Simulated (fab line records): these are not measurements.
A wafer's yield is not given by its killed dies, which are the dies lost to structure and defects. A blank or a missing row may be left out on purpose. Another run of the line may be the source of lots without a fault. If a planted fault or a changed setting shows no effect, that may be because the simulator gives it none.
What tool caused it?    flow gf180mcu    14 lots, 42 wafers sampled, at 4 steps of a route of 602

== WHAT THE GAUGES SHOWED, per wafer ==
GF_DNWELL_TW_MEAS_09.
lot   measured     on            DNWELL_TW
L786  day 2 21:44  filmMetro-03  1352 1353 1349
L788  day 3 04:53  filmMetro-03  1346 1343 1341
L789  day 3 11:47  filmMetro-04  1352 1359 1359
L790  day 3 18:11  filmMetro-03  1350 1352 1348
L791  day 3 21:13  filmMetro-03  1356 1347 1358
L792  day 4 02:59  filmMetro-04  1354 1345 1349
L793  day 4 07:29  filmMetro-04  1358 1357 1352
L796  day 5 01:10  filmMetro-02  1362 1355 1358
L797  day 5 06:25  filmMetro-03  1364 1359 1355
L798  day 5 09:50  filmMetro-02  1361 1361 1361
L799  day 5 19:07  filmMetro-02  1344 1344 1353
L803  day 6 13:42  filmMetro-04  1349 1349 1348
L804  day 6 20:29  filmMetro-03  1350 1352 1353
L809  day 8 02:05  filmMetro-04  1356 1348 1360

GF_VT_IMPLANT_OVL_MEAS_29.
lot   measured      on          VT_IMPLANT_02_OVL (nm)
L786  day 6 23:42   overlay-01  0.2 1.8 2.2
L788  day 7 10:02   overlay-01  -1.0 0.3 1.0
L789  day 7 19:29   overlay-01  1.2 -0.5 -1.0
L790  day 8 01:23   overlay-02  0.3 -1.4 1.5
L791  day 8 04:43   overlay-02  -1.0 -0.9 -1.1
L792  day 8 11:50   overlay-02  -1.2 -1.3 -1.6
L793  day 8 19:23   overlay-02  0.3 3.1 0.1
L796  day 9 13:51   overlay-01  0.1 0.2 -0.7
L797  day 9 22:27   overlay-01  0.3 -1.4 -0.7
L798  day 10 01:19  overlay-02  2.4 -0.2 -0.4
L799  day 10 11:37  overlay-01  3.0 2.0 1.9
L803  day 11 12:44  overlay-01  0.6 -0.5 -1.1
L804  day 11 21:56  overlay-01  -0.1 0.9 2.7
L809  day 13 09:05  overlay-02  -0.8 2.0 0.8

== WHAT TOOL EACH LOT RAN ON (gives the tool, then ch and the chambers of the sampled wafers, and finally the start) ==
lot   GF_NWELL_STRIP_10                   GF_VT_IMPLANT_EXPOSE_04
L786  plasmaAsher-01 ch 0,1, day 3 10:37  ilineStepper-01 ch 0, day 5 11:17
L788  plasmaAsher-03 ch 0,1, day 3 17:58  ilineStepper-02 ch 0, day 5 21:22
L789  plasmaAsher-03 ch 0,1, day 4 01:43  ilineStepper-01 ch 0, day 6 05:08
L790  plasmaAsher-03 ch 0,1, day 4 07:56  ilineStepper-02 ch 0, day 6 11:15
L791  plasmaAsher-04 ch 0,1, day 4 10:17  ilineStepper-01 ch 0, day 6 12:43
L792  plasmaAsher-01 ch 0,1, day 4 16:38  ilineStepper-01 ch 0, day 6 20:26
L793  plasmaAsher-03 ch 0,1, day 4 21:31  ilineStepper-01 ch 0, day 7 03:11
L796  plasmaAsher-04 ch 0,1, day 5 14:58  ilineStepper-02 ch 0, day 7 22:03
L797  plasmaAsher-04 ch 0,1, day 5 21:22  ilineStepper-02 ch 0, day 8 03:56
L798  plasmaAsher-04 ch 0,1, day 6 00:41  ilineStepper-01 ch 0, day 8 06:59
L799  plasmaAsher-03 ch 1, day 6 09:49    ilineStepper-01 ch 0, day 8 16:43
L803  plasmaAsher-04 ch 0,1, day 7 05:31  ilineStepper-01 ch 0, day 9 14:28
L804  plasmaAsher-04 ch 0,1, day 7 12:47  ilineStepper-01 ch 0, day 9 22:49
L809  plasmaAsher-04 ch 1, day 8 18:49    ilineStepper-02 ch 0, day 11 09:18
- GF_NWELL_STRIP_10: strips in O2/N2.
- GF_VT_IMPLANT_EXPOSE_04: exposes mask LVPWELL LV AREA, target cd 600 nm.

== WHAT THE TOOLS THEMSELVES READ (means of the sampled wafers that have a number; where no wafer has one, the mark that the record gives instead) ==
GF_NWELL_STRIP_10.
lot   tool            drypumpMotorCurrentA (A)  heaterPowerW (W)  oesProductAu (a.u.)  stripTimeToEndpointS (s)
L786  plasmaAsher-01  5.3                       303               0.720                36.91
L788  plasmaAsher-03  5.9                       322               0.722                36.97
L789  plasmaAsher-03  5.5                       311               0.723                37.07
L790  plasmaAsher-03  5.9                       319               0.725                37.11
L791  plasmaAsher-04  5.6                       345               0.719                37.03
L792  plasmaAsher-01  5.2                       310               0.725                37.03
L793  plasmaAsher-03  5.5                       307               0.723                36.85
L796  plasmaAsher-04  5.6                       335               0.726                37.05
L797  plasmaAsher-04  5.6                       349               0.721                37.02
L798  plasmaAsher-04  5.6                       336               0.723                36.94
L799  plasmaAsher-03  6.3                       328               0.726                36.83
L803  plasmaAsher-04  5.6                       340               0.718                37.10
L804  plasmaAsher-04  5.6                       347               0.723                37.03
L809  plasmaAsher-04  5.5                       345               0.723                37.06

GF_VT_IMPLANT_EXPOSE_04.
lot   tool             exposureDoseMJCm2
L786  ilineStepper-01  140.03
L788  ilineStepper-02  140.11
L789  ilineStepper-01  139.98
L790  ilineStepper-02  139.90
L791  ilineStepper-01  139.77
L792  ilineStepper-01  139.99
L793  ilineStepper-01  139.97
L796  ilineStepper-02  140.01
L797  ilineStepper-02  140.00
L798  ilineStepper-01  139.88
L799  ilineStepper-01  139.94
L803  ilineStepper-01  128.61
L804  ilineStepper-01  128.62
L809  ilineStepper-02  140.07

== THE ANSWER, worked out from the rows above alone ==
Rule: what is usual is taken from the lots themselves. The widest of any qualifying gaps counts: lots, ordered by their means at a reading, are off when they make up no more than a third of the lots, leave a main group of 4 or more, and stand apart from it by 3 or more times the standard deviation of that group's means. Not used: any main group whose means are identical at the precision the tables above print for the reading. A lot without any number at a reading at which 4 lots or more have one is off too. The other lots that the step has rows for count as sound. The gauges are gone through in route order, then the tools' own readings, and for those a lot's mean is taken as printed above. At the first step where some lot is off, the reading lying furthest off is the one used; lots without a number count as furthest.
Off: L803, L804 (GF_VT_IMPLANT_EXPOSE_04, exposureDoseMJCm2). For the main group the mean is 139.97 and the standard deviation 0.087.
A tool fits if, at that step or a process step before it, it ran every lot that is off, and no sound lot after the first of them. One fits: GF_VT_IMPLANT_EXPOSE_04 on ilineStepper-01. Its last sound lot is L799 (day 8 16:43), its first lot that is off L803 (day 9 14:28): a fault that began between those two fits.
On the lots that are off, the tool's own readings at GF_VT_IMPLANT_EXPOSE_04 differ by more than 5 times the standard deviation of the sound lots' means, which bears it out; exposureDoseMJCm2 reads 128.62 there versus 139.97 on the sound lots.

== WHAT WAS PUT IN BY THE SIMULATOR ==
Process parameter drift: ilineStepper-01, from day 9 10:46 on, at GF_VT_IMPLANT_EXPOSE_04. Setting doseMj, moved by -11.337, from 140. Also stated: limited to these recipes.
Lots struck among those shown: L803, L804. The rule above found the same.
